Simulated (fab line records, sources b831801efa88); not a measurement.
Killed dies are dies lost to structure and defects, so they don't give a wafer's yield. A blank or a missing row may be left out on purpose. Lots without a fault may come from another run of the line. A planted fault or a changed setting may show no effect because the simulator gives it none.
Which tool did it? | flow sky130 | 12 lots, 36 wafers sampled, at 2 steps of a route of 708

WHAT THE GAUGES READ, wafer by wafer
SKY_CONTACT_BOW_MEAS_05. Usual: CONTACT_BOW 81 um, standard deviation 6.9.
lot  | measured     | on            | CONTACT_BOW (um) | flag
L340 | day 31 06:45 | film_metro-02 | 80 86 77         |
L341 | day 31 08:53 | film_metro-03 | 77 78 88         |
L343 | day 32 13:55 | film_metro-02 | 67 86 90         |
L345 | day 32 16:29 | film_metro-03 | 78 84 77         |
L348 | day 33 13:08 | film_metro-03 | 69 74 84         |
L349 | day 33 21:28 | film_metro-02 | 74 76 81         |
L350 | day 34 08:47 | film_metro-03 | 87 88 78         |
L352 | day 34 19:41 | film_metro-04 | 94 68 81         |
L359 | day 37 00:21 | film_metro-02 | 84 91 91         |
L358 | day 37 01:42 | film_metro-02 | 72 78 88         |
L360 | day 37 06:32 | film_metro-04 | 78 83 87         |
L361 | day 37 17:24 | film_metro-03 | 90 81 86         |

WHICH TOOL RAN EACH LOT (tool, then ch and the chambers of the sampled wafers, then the start)
lot  | SKY_CONTACT_CMP_04
L340 | cmp-02 ch 1,3, day 31 06:25
L341 | cmp-01 ch 1,2, day 31 08:38
L343 | cmp-02 ch 0,1,3, day 32 13:40
L345 | cmp-02 ch 0,1,3, day 32 16:11
L348 | cmp-02 ch 0,1,2, day 33 12:50
L349 | cmp-02 ch 0,1,2, day 33 21:16
L350 | cmp-01 ch 0,2, day 34 08:29
L352 | cmp-01 ch 0,1, day 34 19:22
L359 | cmp-01 ch 0,1,2, day 37 00:03
L358 | cmp-01 ch 0,1,2, day 37 01:29
L360 | cmp-02 ch 1,2, day 37 06:14
L361 | cmp-02 ch 0,1, day 37 17:06
- SKY_CONTACT_CMP_04: polishes SiO2.

WHAT THE TOOLS THEMSELVES READ (means of the sampled wafers that have a number; where no wafer has one, the mark that the record gives instead)
SKY_CONTACT_CMP_04. Usual: edge_zone_pressure_frac 1.000, standard deviation 0.0052; head_pressure_psi 4.122 psi, standard deviation 0.0075; motor_current_A 13.0 A, standard deviation 0.92; time_to_endpoint_s 81 s, standard deviation 4.1.
lot  | tool   | edge_zone_pressure_frac | head_pressure_psi (psi) | motor_current_A (A) | time_to_endpoint_s (s) | flag
L340 | cmp-02 | 1.001                   | 4.119                   | 12.5                | 82                     |
L341 | cmp-01 | 0.996                   | 4.120                   | 13.1                | 82                     |
L343 | cmp-02 | 1.001                   | 4.118                   | 12.6                | 84                     |
L345 | cmp-02 | 0.996                   | 4.123                   | 13.2                | 81                     |
L348 | cmp-02 | 1.001                   | 4.119                   | 12.5                | 80                     |
L349 | cmp-02 | 1.003                   | 4.128                   | 12.6                | 83                     |
L350 | cmp-01 | 0.996                   | 4.121                   | 14.2                | 84                     |
L352 | cmp-01 | 0.998                   | 4.121                   | 14.3                | 84                     |
L359 | cmp-01 | 0.999                   | 4.116                   | 13.5                | 82                     |
L358 | cmp-01 | 0.999                   | 4.122                   | 13.6                | 83                     |
L360 | cmp-02 | 1.003                   | 4.127                   | 12.5                | 78                     |
L361 | cmp-02 | 1.001                   | 4.121                   | 12.3                | 82                     |

THE ANSWER, worked out from the rows above alone
Rule: a lot is off if the mean of its wafers that have a number lies more than 3 standard deviations from the usual mean. A lot without any number at a reading at which 4 lots or more have one is off too. The other lots that the step has rows for count as sound. The gauges are gone through in route order, then the tools' own readings, and for those a lot's mean is taken as printed above. The first step at which some lot is off is used, and at that step the reading that is off furthest; a lot without a number counts as furthest.
No lot is off at any reading shown: from this, nothing can be told.

WHAT THE SIMULATOR HAD PUT IN
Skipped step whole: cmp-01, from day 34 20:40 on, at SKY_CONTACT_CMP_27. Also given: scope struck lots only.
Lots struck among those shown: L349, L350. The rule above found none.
